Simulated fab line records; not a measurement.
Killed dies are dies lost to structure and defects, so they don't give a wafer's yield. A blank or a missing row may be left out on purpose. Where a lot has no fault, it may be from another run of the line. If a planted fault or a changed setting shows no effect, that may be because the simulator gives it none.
Code-filled problem report in 8D (eight disciplines) form    flow sky130    the parts of the form that need people (team, actions taken, sign-off) are left out

== 1. THE PROBLEM ==
LOCAL_INTERCONNECT_TIN_RS at SKY_LOCAL_INTERCONNECT_RS_MEAS_01 reads a mean of 12.94 ohm/sq on 1 wafer of 1 lot; wafers without a fault read 14.11 ohm/sq with a standard deviation of 0.13. That is -9.0 standard deviations from the usual mean.
The step: measures by four-point-probe.
The first sign was on wafer L910.2 at day 34 16:55, on film-metro-02. The record holds 30 wafers of 10 lots with a number at this step. Rule for "out", or "out of limits": more than 4 standard deviations from the usual mean. The rest of the wafers with a number are treated as sound.

== 2. WHAT IT IS, AND WHAT IT ISN'T ==
question                     is                         is not
which readings at this step  LOCAL_INTERCONNECT_TIN_RS  -
which lots                   L910                       L894, L895, L896, L899, L911, L912, L914, L915, L917
which wafers of those lots   L910.2                     L910.1, L910.3
read on which gauges         film-metro-02              film-metro-01, film-metro-03
when                         from day 34 16:55          up to then (14 sound wafers); but 15 sound wafers of L911, L912, L914, L915, L917 came after

== 3. THE SUSPECTS, EACH WITH WHAT RULES IT OUT ==
Counting: a tool at a process step up to the reading stays a suspect if it ran every lot that is out. Sound lots after the first of them don't rule it out here, since some wafers of a struck lot are sound.
- the gauge at SKY_LOCAL_INTERCONNECT_RS_MEAS_01 is ruled out. All the wafers that are out were read on film-metro-02, but those of them that SKY_LOCAL_INTERCONNECT_METAL_ETCH_14 has rows for are out there too, on other tools.
- plasma-asher-02 at SKY_SD_P_STRIP_10 (strips in O2/N2): kept. It ran the lot that is out, L910 (day 31 07:08); its last sound lot up to then is L899 (day 27 06:17).
- pvd-sputter-02 at SKY_LOCAL_INTERCONNECT_SPUTTER_00 (material TiN, target thk 100 nm, time 83.3 s): kept. It ran the lot that is out, L910 (day 34 16:51); its last sound lot up to then is L896 (day 30 02:49).
- Within plasma-asher-02 at SKY_SD_P_STRIP_10, the wafers that are out were processed in chamber 0 and their sound lot-mates in chamber 1.
Left after counting: plasma-asher-02 at SKY_SD_P_STRIP_10, pvd-sputter-02 at SKY_LOCAL_INTERCONNECT_SPUTTER_00.

== 4. THE CAUSE (what the simulator had put in) ==
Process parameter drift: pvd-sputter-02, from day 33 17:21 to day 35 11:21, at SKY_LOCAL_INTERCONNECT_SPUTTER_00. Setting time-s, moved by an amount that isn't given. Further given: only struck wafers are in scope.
After counting, 2 suspects remain, this tool included.

== 5. THE CHAIN OF EFFECTS, in route order ==
One row per reading whose mean, taken over the struck wafers that have a number, lies over 3 standard deviations from the usual. Scope: only readings with a usual standard deviation given in the record; hours: median across lots of the time from each lot's start at the first step in this table that gives one to its start at this step; sigmas: change in usual standard deviations.
hours  step                                  reading                     usual         on struck wafers  change  sigmas
0      SKY_LOCAL_INTERCONNECT_RS_MEAS_01     LOCAL_INTERCONNECT_TIN_RS   14.11 ohm/sq  12.94             -1.17   -9.0
0      SKY_LOCAL_INTERCONNECT_THK_MEAS_02    LOCAL_INTERCONNECT_TIN_THK  98.1 nm       106.3             +8.2    +9.3
26     SKY_LOCAL_INTERCONNECT_METAL_ETCH_14  oes-product-au              0.941 a.u.    0.980             +0.039  +6.1
Its process steps:
- SKY_LOCAL_INTERCONNECT_METAL_ETCH_14: etches TiN in Cl2/BCl3, stops on PSG, target depth 110 nm, time 31.4 s.
Later steps that measure or inspect, where all struck wafers having a row at the step show a number for every such reading and not one has moved that far: SKY_CONTACT_THK_MEAS_03.

== 6. HOW IT WOULD HAVE BEEN CAUGHT EARLIER ==
24 hours passed between the start of the fault at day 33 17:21 and the first reading out of limits at a measuring or inspecting step in this record, taken at day 34 16:55.
An alarm limit of 4 standard deviations would not have fired on the tool readings at SKY_LOCAL_INTERCONNECT_SPUTTER_00 for which the record gives a usual standard deviation, since none of them was out on any struck wafer.
Lots out: 1; all had begun SKY_LOCAL_INTERCONNECT_SPUTTER_00 on pvd-sputter-02 by day 34 16:55. None of them would have been spared by holding the tool at that moment.
